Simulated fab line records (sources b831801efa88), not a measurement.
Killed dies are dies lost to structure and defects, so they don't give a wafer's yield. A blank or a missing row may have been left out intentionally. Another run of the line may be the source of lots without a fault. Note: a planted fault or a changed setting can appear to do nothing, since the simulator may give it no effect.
Matching of chambers / flow sky130 / SKY_METAL4_ETCH_17 on rie_diel-03 has 4 sister chambers
The step etches SiO2 in C4F8/O2/Ar, stops on TiN, time 3.9 s, target depth 15 nm. 7 wafers are shown with their chamber, then 7 later ones without.

## WAFERS WITH THEIR CHAMBER
wafer=L689.2; chamber=2; oes_product_au (a.u.)=0.760
wafer=L691.1; chamber=0; oes_product_au (a.u.)=0.737
wafer=L691.6; chamber=0; oes_product_au (a.u.)=0.769
wafer=L693.2; chamber=3; oes_product_au (a.u.)=0.746
wafer=L693.5; chamber=1; oes_product_au (a.u.)=0.766
wafer=L706.2; chamber=1; oes_product_au (a.u.)=0.744
wafer=L706.3; chamber=3; oes_product_au (a.u.)=0.746

## WAFERS WHOSE CHAMBER IS MISSING
wafer=L706.5; oes_product_au (a.u.)=0.763
wafer=L707.1; oes_product_au (a.u.)=0.758
wafer=L707.2; oes_product_au (a.u.)=0.748
wafer=L707.5; oes_product_au (a.u.)=0.751
wafer=L708.1; oes_product_au (a.u.)=0.739
wafer=L708.2; oes_product_au (a.u.)=0.755
wafer=L708.5; oes_product_au (a.u.)=0.755

## THE CHAMBER EACH PASSED THROUGH
wafer=L706.5; from the rows above=can't be placed: 2 or 1 or 0 or 3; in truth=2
wafer=L707.1; from the rows above=can't be placed: 2 or 1 or 0 or 3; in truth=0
wafer=L707.2; from the rows above=can't be placed: 3 or 0 or 1 or 2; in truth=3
wafer=L707.5; from the rows above=can't be placed: 0 or 1 or 3 or 2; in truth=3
wafer=L708.1; from the rows above=can't be placed: 3 or 0 or 1 or 2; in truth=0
wafer=L708.2; from the rows above=can't be placed: 1 or 0 or 2 or 3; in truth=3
wafer=L708.5; from the rows above=can't be placed: 1 or 0 or 2 or 3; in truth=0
0 of 7 placed correctly. Unplaceable from these rows: 7, with the true chamber sitting among the candidates in 7. Number placed wrongly: 0.
How it was worked out, from the rows above alone: a wafer's distance from a chamber is the root of the sum, over the readings, of the square of ((its reading less the chamber's mean) divided by the reading's scatter). The wafer belongs to the nearest chamber; if the next one is less than 2 further off, it can't be placed. Each chamber's mean is taken over the wafers shown for it. How the scatter is found: for the shown wafers, subtract from each reading the mean of its chamber, square and add these, divide the total by (wafers less chambers), then take the root.
